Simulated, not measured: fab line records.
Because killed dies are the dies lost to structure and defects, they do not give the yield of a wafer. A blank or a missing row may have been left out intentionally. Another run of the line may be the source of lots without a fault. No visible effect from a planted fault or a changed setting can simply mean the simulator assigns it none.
fab line records | flow sky130
record lots=6 wafers=18 last-day=50
route steps=708 shown VIA3@591 METAL4@598 CAP2M@603 PAD_OPEN@708
lots that met no fault: taken from a fault-free run of the same line
start-h: hours from the record's opening day to when the first of the lot's shown wafers began | wait-h: hours elapsed since this lot's preceding step | " as in the row above | L1.1+2: several wafers, shown together as one row | - either no value or no given start | * or withheld: withheld | < > ~ a bound
route shown NAME@n: names a module that has steps shown in the file, with the first one's number in the route | usual: mean/standard deviation of fault-free wafers | same: alike in all rows | chamber/n: place in a boat | sites: each site's reading | _std_site: their standard deviation | _edge_site: outer sites' mean less inner sites' | radius-mm: how far each site lies from the wafer's centre | mask NAME#n: copy n | behind: the last tool/chamber to shape the wafer | hold: the reason the lot was held/the length of the hold in hours/how it ended | device: names the non-switching transistor (n, p or np) | end of line: tests of these same wafers at the route's end | a step with no rows: only its recipe | killed: the dies lost at the first sort to structure and to defects; this is not the yield of the wafer | map: a wafer's dies, x killed, . not, _ none there
set.NAME: the run value of the setting; set.NAME@STEP: its run value at that earlier step | model.NAME: the simulator's own value behind a step, which no gauge read
lots seen at some steps along the route; tables by step, rows by wafer
services: the hour from which a tool's chamber was out of use, counted from the record's first day as start-h (under 0 if before that day), plus the number of hours and why
## steps
# step SKY_VIA3_CLEAN_18
# recipe chemistry=IPA time-s=180 temp-c=25
# step SKY_VIA3_CLEAN_19
# recipe chemistry=O3/DIW dry=n2-spin
# step SKY_VIA3_SPUTTER_20
# recipe material=TiN target-thk-nm=20 chamber-pressure-pa=5 power-w=4000 time-s=80
# step SKY_VIA3_CVD_21
# recipe material=W target-thk-nm=390 time-s=117.31 temp-c=400 pressure-torr=40
# step SKY_VIA3_RS_MEAS_22
# recipe thk-meas-gauge=four-point-probe reads=W_of_VIA3_CVD_21+TiN_of_VIA3_SPUTTER_20
# usual VIA3_W_RS=0.294/0.004
# columns lot.wafer tool chamber start-h wait-h VIA3_W_RS[ohm/sq]
L543.2 film-metro-01 - 926.52 0.1 0.292
L543.4 " - " " 0.292
L543.6 " - " " 0.291
L551.1 film-metro-03 - 980.40 0.1 0.290
L551.4 " - " " 0.296
L551.6 " - " " 0.299
L556.1 film-metro-01 - 1016.26 0.1 0.297
L556.4 " - " " 0.301
L556.6 " - " " 0.295
L563.3 film-metro-02 - 1065.41 0.1 0.295
L563.4 " - " " 0.299
L563.6 " - " " 0.298
L564.4 film-metro-02 - 1077.91 0.1 0.291
L564.5 " - " " 0.284
L564.6 " - " " 0.292
L566.1 film-metro-01 - 1082.47 0.1 0.294
L566.4 " - " " 0.290
L566.5 " - " " 0.288
# step SKY_VIA3_THK_MEAS_23
# recipe thk-meas-gauge=xrf reads=W_of_VIA3_CVD_21
# usual VIA3_W_THK=378/6
# columns lot.wafer tool chamber start-h wait-h VIA3_W_THK[nm]
L543.2 film-metro-01 - 926.63 0.1 384
L543.4 " - " " 384
L543.6 " - " " 384
L551.1 film-metro-03 - 980.52 0.1 378
L551.4 " - " " 370
L551.6 " - " " 371
L556.1 film-metro-01 - 1016.38 0.1 373
L556.4 " - " " 367
L556.6 " - " " 375
L563.3 film-metro-02 - 1065.51 0.1 385
L563.4 " - " " 377
L563.6 " - " " 381
L564.4 film-metro-02 - 1078.00 0.1 388
L564.5 " - " " 395
L564.6 " - " " 382
L566.1 film-metro-01 - 1082.59 0.1 379
L566.4 " - " " 387
L566.5 " - " " 387
# step SKY_VIA3_CMP_24
# recipe stop-on=SiO2 t-overpolish-s=20 down-force-psi=3.5 platen-rpm=60 target-thk-nm=0 pad-velocity-m-s=0.94248
# step SKY_METAL4_SPUTTER_00
# recipe material=Ti target-thk-nm=15 power-w=3000 time-s=10 chamber-pressure-pa=0.4
# usual throttle-valve-pct=29.7/0.55
# columns lot.wafer tool chamber start-h wait-h throttle-valve-pct
L543.2 pvd-sputter-04 - 926.98 0.2 30.0
L543.4 " - " " 29.8
L543.6 " - " " 30.5
L551.1 pvd-sputter-04 - 980.88 0.2 29.7
L551.4 " - " " 30.5
L551.6 " - " " 30.2
L556.1 pvd-sputter-02 - 1016.74 0.1 29.2
L556.4 " - " " 29.5
L556.6 " - " " 29.3
L563.3 pvd-sputter-04 - 1065.85 0.1 29.8
L563.4 " - " " 30.6
L563.6 " - " " 30.4
L564.4 pvd-sputter-02 - 1078.33 0.2 30.5
L564.5 " - " " 29.2
L564.6 " - " " 29.7
L566.1 pvd-sputter-02 - 1083.00 0.1 29.1
L566.4 " - " " 29.0
L566.5 " - " " 29.3
# step SKY_METAL4_SPUTTER_01
# recipe material=TiN target-thk-nm=20 power-w=6500 time-s=16.7 chamber-pressure-pa=0.4
# step SKY_METAL4_SPUTTER_02
# recipe material=AlCu target-thk-nm=735 power-w=10600 time-s=39.1 chamber-pressure-pa=0.4
# step SKY_METAL4_SPUTTER_03
# recipe material=Ti target-thk-nm=5 power-w=3000 time-s=3.3 chamber-pressure-pa=0.4
# usual throttle-valve-pct=29.7/0.52
# columns lot.wafer tool chamber start-h wait-h throttle-valve-pct
L543.2 pvd-sputter-04 - 927.07 0.0 30.1
L543.4 " - " " 29.8
L543.6 " - " " 30.4
L551.1 pvd-sputter-04 - 980.97 0.0 29.8
L551.4 " - " " 30.5
L551.6 " - " " 30.5
L556.1 pvd-sputter-02 - 1016.82 0.0 29.1
L556.4 " - " " 29.8
L556.6 " - " " 29.2
L563.3 pvd-sputter-04 - 1065.93 0.0 29.8
L563.4 " - " " 30.5
L563.6 " - " " 30.2
L564.4 pvd-sputter-02 - 1078.42 0.0 30.8
L564.5 " - " " 29.2
L564.6 " - " " 29.4
L566.1 pvd-sputter-02 - 1083.09 0.0 28.8
L566.4 " - " " 29.1
L566.5 " - " " 29.0
# step SKY_METAL4_SPUTTER_04
# recipe material=TiN target-thk-nm=70 power-w=6500 time-s=58.3 chamber-pressure-pa=0.4
# usual throttle-valve-pct=29.7/0.53
# columns lot.wafer tool chamber start-h wait-h throttle-valve-pct
L543.2 pvd-sputter-04 - 927.09 0.0 30.4
L543.4 " - " " 29.6
L543.6 " - " " 30.4
L551.1 pvd-sputter-04 - 980.99 0.0 29.8
L551.4 " - " " 30.2
L551.6 " - " " 29.9
L556.1 pvd-sputter-02 - 1016.84 0.0 28.7
L556.4 " - " " 29.8
L556.6 " - " " 28.9
L563.3 pvd-sputter-04 - 1065.95 0.0 29.5
L563.4 " - " " 30.2
L563.6 " - " " 30.1
L564.4 pvd-sputter-02 - 1078.44 0.0 30.5
L564.5 " - " " 28.9
L564.6 " - " " 29.7
L566.1 pvd-sputter-02 - 1083.11 0.0 28.9
L566.4 " - " " 28.9
L566.5 " - " " 29.1
# step SKY_CAP2M_CVD_00
# recipe material=SiO2 target-thk-nm=15.5 temp-c=400 time-s=withheld rf-w=450
# usual heater-power-w=719/110
# columns lot.wafer tool chamber start-h wait-h heater-power-w model.SiO2_of_CAP2M_CVD_00.thk-nm
L543.2 pecvd-04 0 927.14 0.0 726 15.46
L543.4 " 1 " " 732 15.45
L543.6 " 2 " " 737 15.72
L551.1 pecvd-03 2 981.04 0.0 949 15.24
L551.4 " 2 " " 953 15.56
L551.6 " 0 " " 710 15.58
L556.1 pecvd-03 0 1016.89 0.0 736 15.36
L556.4 " 1 " " 620 15.35
L556.6 " 2 " " 824 15.32
L563.3 pecvd-03 2 1066.00 0.0 866 24.15
L563.4 " 0 " " 641 24.61
L563.6 " 2 " " 861 24.71
L564.4 pecvd-03 0 1078.50 0.0 763 24.27
L564.5 " 2 " " 855 24.2
L564.6 " 1 " " 663 24.35
L566.1 pecvd-04 1 1083.16 0.0 764 15.26
L566.4 " 2 " " 861 15.66
L566.5 " 0 " " 725 15.62
# step SKY_CAP2M_THK_MEAS_01
# recipe reads=SiO2_of_CAP2M_CVD_00
# usual CAP2M_CVD_00_THK=15.50/0.24
# columns lot.wafer tool chamber start-h wait-h CAP2M_CVD_00_THK[nm]
L543.2 film-metro-01 - 927.17 - 15.45
L543.4 " - " " 15.48
L543.6 " - " " 15.80
L551.1 film-metro-03 - 981.06 - 15.23
L551.4 " - " " 15.54
L551.6 " - " " 15.62
L556.1 film-metro-04 - 1016.91 - 15.35
L556.4 " - " " 15.36
L556.6 " - " " 15.31
L563.3 film-metro-01 - 1066.04 - 24.14
L563.4 " - " " 24.63
L563.6 " - " " 24.70
L564.4 film-metro-03 - 1078.54 - 24.25
L564.5 " - " " 24.21
L564.6 " - " " 24.41
L566.1 film-metro-04 - 1083.18 - 15.34
L566.4 " - " " 15.71
L566.5 " - " " 15.66
# step SKY_CAP2M_SPUTTER_02
# recipe material=TiN target-thk-nm=200 temp-c=300 power-w=6500 time-s=166.7 chamber-pressure-pa=0.4
# usual throttle-valve-pct=30.0/0.63
# columns lot.wafer tool chamber start-h wait-h throttle-valve-pct
L543.2 pvd-sputter-02 - 927.22 0.0 30.0
L543.4 " - " " 30.3
L543.6 " - " " 29.1
L551.1 pvd-sputter-03 - 981.12 0.1 31.1
L551.4 " - " " 29.8
L551.6 " - " " 29.3
L556.1 pvd-sputter-03 - 1016.97 0.1 30.0
L556.4 " - " " 29.5
L556.6 " - " " 29.1
L563.3 pvd-sputter-03 - 1066.08 0.0 29.5
L563.4 " - " " 29.9
L563.6 " - " " 29.3
L564.4 pvd-sputter-04 - 1078.57 0.0 29.7
L564.5 " - " " 30.4
L564.6 " - " " 29.8
L566.1 pvd-sputter-04 - 1083.24 0.1 30.1
L566.4 " - " " 30.6
L566.5 " - " " 29.7
# step SKY_CAP2M_RS_MEAS_03
# recipe thk-meas-gauge=four-point-probe reads=TiN_of_CAP2M_SPUTTER_02
# usual CAP2M_TIN_RS=6.86/0.067
# columns lot.wafer tool chamber start-h wait-h CAP2M_TIN_RS[ohm/sq]
L543.2 film-metro-04 - 927.35 0.1 6.78
L543.4 " - " " 6.88
L543.6 " - " " 6.85
L551.1 film-metro-04 - 981.23 0.1 6.84
L551.4 " - " " 6.80
L551.6 " - " " 6.81
L556.1 film-metro-01 - 1017.08 0.1 6.87
L556.4 " - " " 6.92
L556.6 " - " " 6.86
L563.3 film-metro-04 - 1066.23 0.1 6.90
L563.4 " - " " 6.91
L563.6 " - " " 6.89
L564.4 film-metro-03 - 1078.74 0.1 6.89
L564.5 " - " " 6.89
L564.6 " - " " 6.91
L566.1 film-metro-03 - 1083.35 0.1 6.91
L566.4 " - " " 6.96
L566.5 " - " " 6.93
# step SKY_CAP2M_THK_MEAS_04
# recipe thk-meas-gauge=xrf reads=TiN_of_CAP2M_SPUTTER_02
# usual CAP2M_TIN_THK=199.0/2.1
# columns lot.wafer tool chamber start-h wait-h CAP2M_TIN_THK[nm]
L543.2 film-metro-04 - 927.46 0.1 202.7
L543.4 " - " " 198.1
L543.6 " - " " 199.9
L551.1 film-metro-04 - 981.35 0.1 199.7
L551.4 " - " " 200.4
L551.6 " - " " 200.5
L556.1 film-metro-01 - 1017.20 0.1 197.5
L556.4 " - " " 197.4
L556.6 " - " " 198.6
L563.3 film-metro-04 - 1066.33 0.1 197.3
L563.4 " - " " 197.2
L563.6 " - " " 198.5
L564.4 film-metro-03 - 1078.83 0.1 199.5
L564.5 " - " " 199.1
L564.6 " - " " 199.4
L566.1 film-metro-03 - 1083.47 0.1 198.2
L566.4 " - " " 196.9
L566.5 " - " " 196.5
# step SKY_CAP2M_DEHYDRATE_05
# recipe temp-c=200 time-s=60
# step SKY_CAP2M_HMDS_06
# recipe prime-time-s=60 prime-temp-c=120
# step SKY_CAP2M_COAT_07
# recipe resist=NOVOLAK spin-rpm=3000 resist-thk-nm=1140
# step SKY_CAP2M_SOFTBAKE_08
# recipe temp-c=90 time-s=60 resist=NOVOLAK
# step SKY_CAP2M_EXPOSE_09
# recipe mask-id=CAP2M na=0.6 source-shape=conventional sigma-outer=0.6 polarization=unpolarized target-cd-nm=1000 dose-mj=159
# step SKY_CAP2M_PEB_10
# recipe temp-c=withheld time-s=* resist=NOVOLAK
# step SKY_CAP2M_DEVELOP_11
# recipe resist=NOVOLAK developer=TMAH develop-time-s=60 dev-temp-c=23
# step SKY_CAP2M_OVL_MEAS_12
# usual CAP2M_OVL=-0.1/1.2
# columns lot.wafer tool chamber start-h wait-h CAP2M_OVL[nm]
L543.2 overlay-01 - 952.12 0.1 0.0
L543.4 " - " " 0.9
L543.6 " - " " 0.0
L551.1 overlay-01 - 1004.64 0.1 0.6
L551.4 " - " " 0.3
L551.6 " - " " 1.0
L556.1 overlay-01 - 1039.35 0.1 -1.2
L556.4 " - " " 0.2
L556.6 " - " " -0.6
L563.3 overlay-01 - 1086.28 0.1 0.4
L563.4 " - " " 0.3
L563.6 " - " " 0.1
L564.4 overlay-01 - 1098.73 0.1 1.5
L564.5 " - " " 0.1
L564.6 " - " " 2.4
L566.1 overlay-01 - 1103.31 0.1 0.6
L566.4 " - " " 0.3
L566.5 " - " " 0.9
# step SKY_CAP2M_METAL_ETCH_13
# recipe target-depth-nm=220 stop-on=SiO2 chemistry=Cl2/BCl3 target=TiN pressure-mtorr=10 icp-w=900 bias-w=48.5 Cl2_flow_sccm=60 bcl3-flow-sccm=30 time-s=62.9
# step SKY_CAP2M_STRIP_14
# recipe chemistry=O2/N2 power-w=1400 pressure-mtorr=1500 platen-temp-c=withheld o2-flow-sccm=3000 n2-flow-sccm=300 overash-fraction=0.5
# usual drypump-motor-current-A=5.82/0.22 oes-product-au=0.710/0.0043 strip-time-to-endpoint-s=12.66/0.042
# columns lot.wafer tool chamber start-h wait-h drypump-motor-current-A oes-product-au rf-hours-counter-h strip-time-to-endpoint-s
L543.2 plasma-asher-03 0 952.23 0.1 5.62 0.707 118 12.63
L543.4 " 0 " " 5.61 0.710 - 12.69
L543.6 " 1 " " 6.26 0.710 - 12.69
L551.1 plasma-asher-03 0 1004.76 0.1 5.60 0.713 123 12.68
L551.4 " 0 " " 5.59 0.713 - 12.65
L551.6 " 1 " " 6.24 0.714 - 12.69
L556.1 plasma-asher-01 0 1039.46 0.1 5.62 0.710 58 12.61
L556.4 " 0 " " 5.61 0.707 - 12.59
L556.6 " 1 " " 5.71 0.715 - 12.66
L563.3 plasma-asher-01 1 1086.41 0.1 5.69 0.704 - 12.71
L563.4 " 0 " " 5.60 0.714 - 12.70
L563.6 " 0 " " 5.61 0.711 - 12.72
L564.4 plasma-asher-01 0 1098.86 0.1 5.63 0.712 - 12.61
L564.5 " 1 " " 5.73 0.708 - 12.56
L564.6 " 0 " " 5.62 0.713 - 12.65
L566.1 plasma-asher-04 0 1103.43 0.1 5.93 0.705 95 12.69
L566.4 " 0 " " 5.95 0.710 - 12.70
L566.5 " 0 " " 5.93 0.706 - 12.69
# step SKY_CAP2M_STRIP_15
# recipe chemistry=post-etch-residue-remover time-s=1200 temp-c=72.5
# step SKY_CAP2M_CLEAN_16
# recipe chemistry=IPA time-s=180 temp-c=25
# step SKY_CAP2M_CLEAN_17
# recipe chemistry=O3/DIW dry=n2-spin
# step SKY_METAL4_DEHYDRATE_05
# recipe temp-c=200 time-s=60
# step SKY_METAL4_HMDS_06
# recipe prime-time-s=60 prime-temp-c=120
# step SKY_METAL4_COAT_07
# recipe resist=BARC temp-c=withheld time-s=withheld spin-rpm=3000 resist-thk-nm=60
# step SKY_METAL4_COAT_08
# recipe resist=KrF-thick spin-rpm=3000 resist-thk-nm=1140
# step SKY_METAL4_SOFTBAKE_09
# recipe temp-c=100 time-s=90 resist=KrF-thick
# step SKY_METAL4_EXPOSE_10
# recipe mask-id=MM4 na=0.68 source-shape=annular sigma-inner=0.4 sigma-outer=0.8 target-cd-nm=300 dose-mj=28
# step SKY_METAL4_PEB_11
# recipe peb-temp-c=withheld peb-time-s=withheld resist=KrF-thick
# step SKY_METAL4_DEVELOP_12
# recipe develop-time-s=60 resist=KrF-thick dev-temp-c=21
# step SKY_METAL4_CD_MEAS_13
# recipe target-cd-nm=300
# usual cd-nm=300.2/1.6
# columns lot.wafer tool chamber start-h wait-h cd-nm
L543.2 cd-sem-02 - 976.78 - 298.8
L543.4 " - " " 299.8
L543.6 " - " " 300.2
L551.1 cd-sem-02 - 1028.41 - 301.7
L551.4 " - " " 301.9
L551.6 " - " " 301.9
L556.1 cd-sem-02 - 1062.11 - 299.1
L556.4 " - " " 297.9
L556.6 " - " " 298.2
L563.3 cd-sem-02 - 1106.52 - 303.5
L563.4 " - " " 304.0
L563.6 " - " " 304.3
L564.4 cd-sem-01 - 1119.04 - 300.4
L564.5 " - " " 298.3
L564.6 " - " " 299.3
L566.1 cd-sem-02 - 1123.89 - 300.1
L566.4 " - " " 300.0
L566.5 " - " " 301.4
# step SKY_METAL4_OVL_MEAS_14
# usual METAL4_OVL=2/5.3
# columns lot.wafer tool chamber start-h wait-h METAL4_OVL[nm]
L543.2 overlay-01 - 976.89 0.1 1
L543.4 " - " " 7
L543.6 " - " " 5
L551.1 overlay-01 - 1028.53 0.1 5
L551.4 " - " " 4
L551.6 " - " " 4
L556.1 overlay-02 - 1062.23 0.1 8
L556.4 " - " " 2
L556.6 " - " " 7
L563.3 overlay-02 - 1106.61 0.1 -3
L563.4 " - " " 4
L563.6 " - " " 3
L564.4 overlay-01 - 1119.11 0.1 8
L564.5 " - " " 3
L564.6 " - " " 12
L566.1 overlay-01 - 1124.01 0.1 6
L566.4 " - " " 6
L566.5 " - " " 10
# step SKY_METAL4_DESCUM_15
# recipe chemistry=O2 source-power-w=150 bias-power-w=0 pressure-mtorr=10 temp-c=40 time-s=8
# step SKY_METAL4_ETCH_16
# recipe chemistry=N2/H2 target=BARC ion-energy-ev=200 bias-w=100 pressure-mtorr=30 n2-flow-sccm=100 h2-flow-sccm=200 icp-w=500 stop-on=SiO2 time-s=88.2 target-depth-a=600
# step SKY_METAL4_ETCH_17
# recipe target=SiO2 stop-on=TiN chemistry=C4F8/O2/Ar source-w=1500 bias-w=1200 pressure-mtorr=40 c4f8-flow-sccm=withheld O2_flow_sccm=6 Ar_flow_sccm=300 time-s=3.9 target-depth-a=150
# usual oes-product-au=0.755/0.0072
# columns lot.wafer tool chamber start-h wait-h oes-product-au rf-hours-counter-h model.etch.depth-nm
L543.2 rie-diel-03 2 977.05 0.1 0.750 8 15.46
L543.4 " 0 " " 0.756 21 15.45
L543.6 " 2 " " 0.764 - 15.72
L551.1 rie-diel-03 1 1028.70 0.1 0.746 10 15.24
L551.4 " 0 " " 0.758 23 15.56
L551.6 " 0 " " 0.760 - 15.58
L556.1 rie-diel-03 1 1062.40 0.1 0.751 11 15.36
L556.4 " 3 " " 0.750 - 15.35
L556.6 " 2 " " 0.741 - 15.32
L563.3 rie-diel-03 2 1106.76 0.0 0.959 12 24.15
L563.4 " 1 " " 0.980 13 24.61
L563.6 " 0 " " 0.965 - 24.4
L564.4 rie-diel-04 1 1119.26 0.0 0.966 12 24.27
L564.5 " 2 " " 0.968 - 24.2
L564.6 " 3 " " 0.970 - 24.35
L566.1 rie-diel-04 1 1124.18 0.1 0.756 12 15.26
L566.4 " 0 " " 0.765 17 15.66
L566.5 " 3 " " 0.756 - 15.62
# step SKY_PAD_OPEN_PROBE_99
# usual defect-limited-yield=82.5/2.1 killed_at_M0_to_M3=43/7.7 killed_at_M4_up=2.9/1.9 killed-at-contacts=24/5.9 killed-at-front-end=16/5.1 killed-at-other=0.3/0.63 killed-dies=86/10 killed-open=47/7.6 killed-short=39/6.8
# same gross-dies=492 killed-at-back-side=0
# columns lot.wafer tool chamber start-h wait-h defect-limited-yield[%] killed_at_M0_to_M3 killed_at_M4_up killed-at-contacts killed-at-front-end killed-at-other killed-dies killed-open killed-short model.etest.tester.sort-n-pass model.etest.tester.sort-yield-pct model.etest.tester.sort_bin_5_pct model.etest.tester.sort_bin_3_pct model.etest.cap-mim2.bv-v model.etest.met4-comb.leak-log10-a-um model.etest.cap-mim2.leak-log10-a-cm2 model.etest.cap-mim2.c-ff-um2
L543.2 prober-02 - 1073.25 0.1 84.6 33 0 35 8 0 76 43 33 416 84.55 7.927 1.016 13.68 -12.14 -9.11 2.341
L543.4 prober-02 - 1073.35 0.2 82.3 39 4 21 23 0 87 48 37 405 82.32 9.35 0.813 13.58 -11.97 -9.117 2.349
L543.6 prober-02 - 1073.45 0.2 85.6 41 0 16 14 0 71 40 31 421 85.57 7.724 0.813 14.22 -12.09 -9.025 2.285
L551.1 prober-01 - 1119.10 0.1 82.3 50 2 26 9 0 87 50 37 405 82.32 11.18 1.22 12.98 -12.05 -8.856 2.376
L551.4 prober-01 - 1119.25 0.2 85.0 30 3 25 16 0 74 38 36 418 84.96 8.74 1.016 14 -12.04 -8.929 2.321
L551.6 prober-01 - 1119.35 0.2 80.3 49 3 20 25 0 97 53 44 395 80.28 9.756 2.033 14 -11.96 -9.15 2.329
L556.1 prober-02 - 1147.76 0.1 83.1 49 1 22 11 0 83 44 39 409 83.13 9.959 1.22 13.27 -11.96 -9.043 2.378
L556.4 prober-02 - 1147.91 0.2 82.7 41 0 26 17 1 85 41 44 407 82.72 10.57 2.236 13.77 -11.93 -9.156 2.388
L556.6 prober-02 - 1148.01 0.2 81.9 43 5 25 15 1 89 58 31 403 81.91 10.16 1.016 13.55 -12.07 -9.038 2.365
L563.3 prober-01 - 1184.01 0.2 81.1 42 4 25 21 1 93 50 43 0 0 88.99 4.914 21.54 -9.398 -10.5 1.509
L563.4 prober-01 - 1184.06 0.2 80.1 56 4 18 20 0 98 46 52 0 0 83.46 9.625 22.09 -8.906 -10.48 1.474
L563.6 prober-01 - 1184.16 0.2 82.1 48 4 19 17 0 88 42 46 0 0 35.04 57.84 - - - -
L564.4 prober-02 - 1194.45 0.2 83.3 39 6 19 18 0 82 38 44 0 0 88.16 5.951 22.27 -9.528 -10.44 1.506
L564.5 prober-02 - 1194.50 0.2 83.3 34 3 24 21 0 82 45 37 0 0 91.07 3.24 21.66 -10.11 -10.35 1.503
L564.6 prober-02 - 1194.55 0.2 86.0 37 1 19 12 0 69 41 28 0 0 93.44 1.476 22.39 -10.98 -10.49 1.496
L566.1 prober-01 - 1198.57 0.1 82.3 37 1 30 18 1 87 42 43 405 82.32 10.37 1.22 13.77 -12 -8.946 2.374
L566.4 prober-01 - 1198.72 0.2 81.1 39 6 27 21 0 93 44 48 399 81.1 12.2 1.22 14.06 -12.02 -8.973 2.308
L566.5 prober-01 - 1198.77 0.2 82.9 46 3 25 10 0 84 52 31 408 82.93 8.943 0.4065 13.63 -12.03 -8.884 2.326
# killed by level:class
L543.2 LI_CONTACT:geometric-particle:open=15 VIA1:geometric-particle:open=8 CONTACT:geometric-particle:short=7 CONTACT:geometric-particle:open=7 METAL2:geometric-particle:short=7 VIA1:geometric-particle:short=6 VIA2:geometric-particle:open=5 LOCAL_INTERCONNECT:geometric-particle:short=4
L543.4 VIA3:geometric-particle:open=8 LI_CONTACT:geometric-particle:open=7 VIA1:geometric-particle:open=7 FIELD_ISO:geometric-particle:short=6 LOCAL_INTERCONNECT:geometric-particle:short=6 VIA2:geometric-particle:open=6 CONTACT:geometric-particle:open=5 METAL1:geometric-particle:short=5
L543.6 VIA1:geometric-particle:open=11 METAL1:geometric-particle:short=8 VIA3:geometric-particle:open=6 LI_CONTACT:geometric-particle:open=5 CONTACT:geometric-particle:open=5 FIELD_ISO:geometric-particle:open=4 LI_CONTACT:geometric-particle:short=4 METAL2:geometric-particle:short=4
L551.1 VIA1:geometric-particle:open=14 CONTACT:geometric-particle:open=8 LI_CONTACT:geometric-particle:open=6 LOCAL_INTERCONNECT:geometric-particle:short=6 METAL1:geometric-particle:short=6 VIA1:geometric-particle:short=6 VIA2:geometric-particle:open=6 METAL2:geometric-particle:short=5
L551.4 CONTACT:geometric-particle:open=10 METAL1:geometric-particle:short=6 VIA3:geometric-particle:open=6 VIA1:geometric-particle:open=5 LI_CONTACT:geometric-particle:short=5 FIELD_ISO:geometric-particle:short=4 LI_CONTACT:geometric-particle:open=4 LOCAL_INTERCONNECT:geometric-particle:short=4
L551.6 VIA3:geometric-particle:open=11 METAL2:geometric-particle:short=9 FIELD_ISO:geometric-particle:open=8 LI_CONTACT:geometric-particle:open=8 CONTACT:geometric-particle:open=8 VIA1:geometric-particle:open=6 METAL1:geometric-particle:short=5 VIA2:geometric-particle:open=5
L556.1 VIA1:geometric-particle:open=8 LI_CONTACT:geometric-particle:open=8 VIA3:geometric-particle:open=8 VIA1:geometric-particle:short=7 METAL1:geometric-particle:short=7 VIA2:geometric-particle:open=7 FIELD_ISO:geometric-particle:short=6 LOCAL_INTERCONNECT:geometric-particle:short=4
L556.4 METAL2:geometric-particle:short=8 VIA3:geometric-particle:open=7 VIA1:geometric-particle:open=7 LI_CONTACT:geometric-particle:open=6 CONTACT:geometric-particle:open=6 VIA1:geometric-particle:short=6 CONTACT:geometric-particle:short=5 METAL1:geometric-particle:short=5
L556.6 VIA1:geometric-particle:open=14 LI_CONTACT:geometric-particle:open=10 FIELD_ISO:geometric-particle:open=7 CONTACT:geometric-particle:open=7 VIA2:geometric-particle:open=6 CONTACT:geometric-particle:short=5 METAL1:geometric-particle:short=5 METAL4:geometric-particle:short=5
L563.3 VIA2:geometric-particle:open=9 VIA1:geometric-particle:open=8 LI_CONTACT:geometric-particle:open=7 CONTACT:geometric-particle:open=7 POLY_GATE:geometric-particle:short=6 LOCAL_INTERCONNECT:geometric-particle:short=6 METAL1:geometric-particle:short=6 METAL2:geometric-particle:short=5
L563.4 VIA1:geometric-particle:open=19 VIA1:geometric-particle:short=10 POLY_GATE:geometric-particle:short=6 LOCAL_INTERCONNECT:geometric-particle:short=6 CONTACT:geometric-particle:open=6 METAL1:geometric-particle:short=6 VIA3:geometric-particle:open=6 METAL2:geometric-particle:short=6
L563.6 VIA1:geometric-particle:open=10 METAL2:geometric-particle:short=9 VIA2:geometric-particle:open=7 LOCAL_INTERCONNECT:geometric-particle:short=5 VIA1:geometric-particle:short=5 VIA3:geometric-particle:open=5 FIELD_ISO:geometric-particle:short=4 METAL1:geometric-particle:short=4
L564.4 VIA1:geometric-particle:open=10 METAL2:geometric-particle:short=7 FIELD_ISO:geometric-particle:short=6 VIA3:geometric-particle:open=5 CONTACT:geometric-particle:open=5 METAL4:geometric-particle:short=5 FIELD_ISO:geometric-particle:open=4 POLY_GATE:geometric-particle:short=4
L564.5 CONTACT:geometric-particle:open=6 LOCAL_INTERCONNECT:geometric-particle:short=6 METAL2:geometric-particle:short=6 VIA2:geometric-particle:open=6 FIELD_ISO:geometric-particle:open=5 VIA1:geometric-particle:open=5 FIELD_ISO:geometric-particle:short=4 LI_CONTACT:geometric-particle:open=4
L564.6 CONTACT:geometric-particle:open=8 VIA2:geometric-particle:open=8 VIA1:geometric-particle:open=6 LI_CONTACT:geometric-particle:open=4 METAL2:geometric-particle:short=4 VIA3:geometric-particle:open=4 SPACER:geometric-particle:short=3 LOCAL_INTERCONNECT:geometric-particle:short=3
L566.1 VIA1:geometric-particle:open=11 LI_CONTACT:geometric-particle:open=8 CONTACT:geometric-particle:short=6 LI_CONTACT:geometric-particle:short=6 LOCAL_INTERCONNECT:geometric-particle:short=5 CONTACT:geometric-particle:open=5 METAL1:geometric-particle:short=5 FIELD_ISO:geometric-particle:open=4
L566.4 VIA1:geometric-particle:open=10 CONTACT:geometric-particle:open=10 VIA1:geometric-particle:short=8 FIELD_ISO:geometric-particle:open=6 METAL2:geometric-particle:short=6 LI_CONTACT:geometric-particle:open=5 CONTACT:geometric-particle:short=5 FIELD_ISO:geometric-particle:short=4
L566.5 CONTACT:geometric-particle:open=13 VIA1:geometric-particle:open=11 LI_CONTACT:geometric-particle:open=7 METAL1:geometric-particle:short=6 VIA3:geometric-particle:open=6 POLY_GATE:geometric-particle:open=5 VIA2:geometric-particle:open=5 VIA2:geometric-particle:short=4
## services
# columns tool chamber start-h hours kind
pvd-sputter-02 - 904.63 8.7 repair
plasma-asher-04 - 908.12 2.8 pm
rie-diel-03 2 918.66 5.6 repair
pvd-sputter-04 1 942.39 - consumable-replace:kit
rie-diel-04 1 949.37 11.5 repair
pecvd-04 - 953.42 1.3 repair
pvd-sputter-04 - 953.86 1.9 repair
pecvd-04 - 955.81 28.1 pm
plasma-asher-01 - 959.48 1.9 repair
pecvd-04 1 984.68 5.8 repair
pecvd-04 2 989.55 7.4 repair
pecvd-04 2 998.26 5.2 repair
plasma-asher-04 - 1002.08 1.7 repair
plasma-asher-04 - 1003.76 15.6 pm
pvd-sputter-04 - 1006.84 6.4 repair
plasma-asher-03 - 1026.14 1.6 repair
plasma-asher-03 - 1027.72 2.8 pm
pecvd-03 0 1033.81 4.5 repair
plasma-asher-03 - 1055.25 9.0 pm
plasma-asher-03 - 1059.56 2.2 repair
rie-diel-03 0 1076.08 3.4 repair
plasma-asher-03 - 1105.10 1.2 repair
rie-diel-03 3 1113.51 6.5 repair
plasma-asher-03 - 1119.48 19.4 repair
## key
first-sign step=SKY_CAP2M_THK_MEAS_01 reading=CAP2M_CVD_00_THK direction=up sigmas=37 usual=15.50 struck=24.39
effect step=SKY_METAL4_ETCH_17 reading=oes-product-au direction=up sigmas=30 usual=0.755 struck=0.968
model-effect step=SKY_CAP2M_CVD_00 value=SiO2_of_CAP2M_CVD_00.thk-nm without=15.44 struck=24.38
model-effect step=SKY_METAL4_ETCH_17 value=etch.depth-nm without=15.44 struck=24.33
model-effect step=SKY_PAD_OPEN_PROBE_99 value=etest.tester.sort-n-pass without=406.7 struck=0
met-at SKY_CAP2M_CVD_00
struck-wafers L563.3,L563.4,L563.6,L564.4,L564.5,L564.6
onset-between 1016.89 1066.00
fault kind=process-parameter-drift tool=pecvd-03 chamber=- onset-h=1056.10 steps=SKY_CAP2M_CVD_00 channel=target-thk-nm offset=8.8998 shape=step end-h=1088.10 acts-in=these-recipes-only stated=15.5
